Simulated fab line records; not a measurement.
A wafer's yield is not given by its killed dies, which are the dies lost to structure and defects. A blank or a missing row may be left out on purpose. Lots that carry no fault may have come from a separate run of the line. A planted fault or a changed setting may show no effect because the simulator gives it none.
Comparing a struck lot with a sound one -- flow sky130 -- 34 out of 708 route steps
Sound: the wafers L769.3, L769.5, L769.6. The struck wafers were L778.3, L778.4, L778.5. The cause is given at the end.
At each step with rows: each side's tool, then ch and its chambers, then its first start. Under that, the readings that differ: sound wafers -- struck wafers -- difference of the means -- sigmas: that difference in standard deviations of wafers without a fault.
alike: words and numbers the same on both sides, and readings whose means are apart by under 2 such deviations; not compared: readings that were withheld, readings missing a value for some wafer, numbers with overlapping values and no deviation given by the record, and bounds like >300 which may hide the same value.
The two part at a step that has a row with sigmas, a row that says differs or no value, or rows on one side only. When numbers do not overlap yet have no deviation, they are printed without sigmas and do not part them. Lack of a reading on every wafer of one side parts them only where that side has two or more wafers.

first, 9 steps without rows for these wafers: SKY_VIA3_CMP_02 (polishes SiO2); SKY_VIA3_DEHYDRATE_04 (time 60 s); SKY_VIA3_HMDS_05 (prime time 60 s); SKY_VIA3_COAT_06 (resist thk 60 nm); SKY_VIA3_COAT_07 (resist thk 450 nm); SKY_VIA3_SOFTBAKE_08 (time 90 s); SKY_VIA3_EXPOSE_09 (exposes mask VIM3, target cd 200 nm); SKY_VIA3_PEB_10; SKY_VIA3_DEVELOP_11 (develop time 60 s).
SKY_VIA3_ETCH_14: etches BARC in N2/H2, stops on SiO2, time 45.9 s, target depth 60 nm.
  sound on rie_diel-04 ch 0,1,2, day 39 02:53; struck on rie_diel-04 ch 0,1,3, day 42 14:07
  alike: drypump_motor_current_A, oes_product_au, throttle_valve_pct
  not compared: rf_hours_counter_h
then, 23 steps without rows for these wafers: SKY_VIA3_ETCH_15 (etches SiO2 in C4F8/O2/Ar, stops on TiN, target depth 507 nm, time 78 s); SKY_VIA3_STRIP_16 (strips in O2/N2); SKY_VIA3_STRIP_17 (strips in post etch residue remover, time 1200 s); SKY_VIA3_CLEAN_18 (cleans in IPA, time 180 s); SKY_VIA3_CLEAN_19 (cleans in O3/DIW); SKY_VIA3_SPUTTER_20 (material TiN, target thk 20 nm, time 80 s); SKY_VIA3_CVD_21 (deposits W, target thk 390 nm, time 117.31 s); SKY_VIA3_CMP_24 (polishes, stops on SiO2, t overpolish 20 s, target thk 0 nm); SKY_METAL4_SPUTTER_00 (material Ti, target thk 15 nm, time 10 s); SKY_METAL4_SPUTTER_01 (material TiN, target thk 20 nm, time 16.7 s); SKY_METAL4_SPUTTER_02 (material AlCu, target thk 735 nm, time 39.1 s); SKY_METAL4_SPUTTER_03 (material Ti, target thk 5 nm, time 3.3 s); SKY_METAL4_SPUTTER_04 (material TiN, target thk 70 nm, time 58.3 s); SKY_CAP2M_CVD_00 (deposits SiO2, target thk 15.5 nm); SKY_CAP2M_SPUTTER_02 (material TiN, target thk 200 nm, time 166.7 s); SKY_CAP2M_DEHYDRATE_05 (time 60 s); SKY_CAP2M_HMDS_06 (prime time 60 s); SKY_CAP2M_COAT_07 (resist thk 1140 nm); SKY_CAP2M_SOFTBAKE_08 (time 60 s); SKY_CAP2M_EXPOSE_09 (exposes mask CAP2M, target cd 1000 nm); SKY_CAP2M_PEB_10; SKY_CAP2M_DEVELOP_11 (develop time 60 s); SKY_CAP2M_METAL_ETCH_13 (etches TiN in Cl2/BCl3, stops on SiO2, target depth 220 nm, time 62.9 s).
-- the record jumps here: 6 days lie between the struck wafers' starts before and after (it left off in module CAP2M and takes up again in module PAD_OPEN, whose first step shown is number 708 of the route) --
SKY_PAD_OPEN_PROBE_99:
  sound on prober-01 at day 45 08:17; struck on prober-01 at day 48 07:50
reading,sound,struck,difference,sigmas
defect_limited_yield (%),80.7 80.5 83.1,79.1 77.6 71.5,-5.4,-3
killed_at_M0_to_M3,48 48 39,69 65 100,+33,+4
killed_dies,95 96 83,103 110 140,+26,+3
sort_bin_3_pad_short (%),0.4 0.6 0.8,2.8 2.2 3.7,+2.3,+6
sort_n_pass,397 396 409,389 382 352,-26,-3
sort_yield_pct (%),80.7 80.5 83.1,79.1 77.6 71.5,-5.4,-3
model.etest.tester.sort_n_pass,397 396 409,389 382 352,-26,
model.etest.tester.sort_yield_pct (%),80.69 80.49 83.13,79.06 77.64 71.54,-5.36,
model.etest.tester.sort_bin_3_pct (%),0.4065 0.6098 0.813,2.846 2.236 3.659,+2.304,
  alike: killed_at_M4_up, killed_at_contacts, killed_at_front_end, killed_at_other, killed_open, killed_short, sort_bin_5_function, sort_bin_6_memory
  not compared: model.etest.tester.sort_bin_5_pct

== WHERE THEY PART ==
SKY_PAD_OPEN_PROBE_99 only, going by this record.

WHY: what had been put in by the simulator
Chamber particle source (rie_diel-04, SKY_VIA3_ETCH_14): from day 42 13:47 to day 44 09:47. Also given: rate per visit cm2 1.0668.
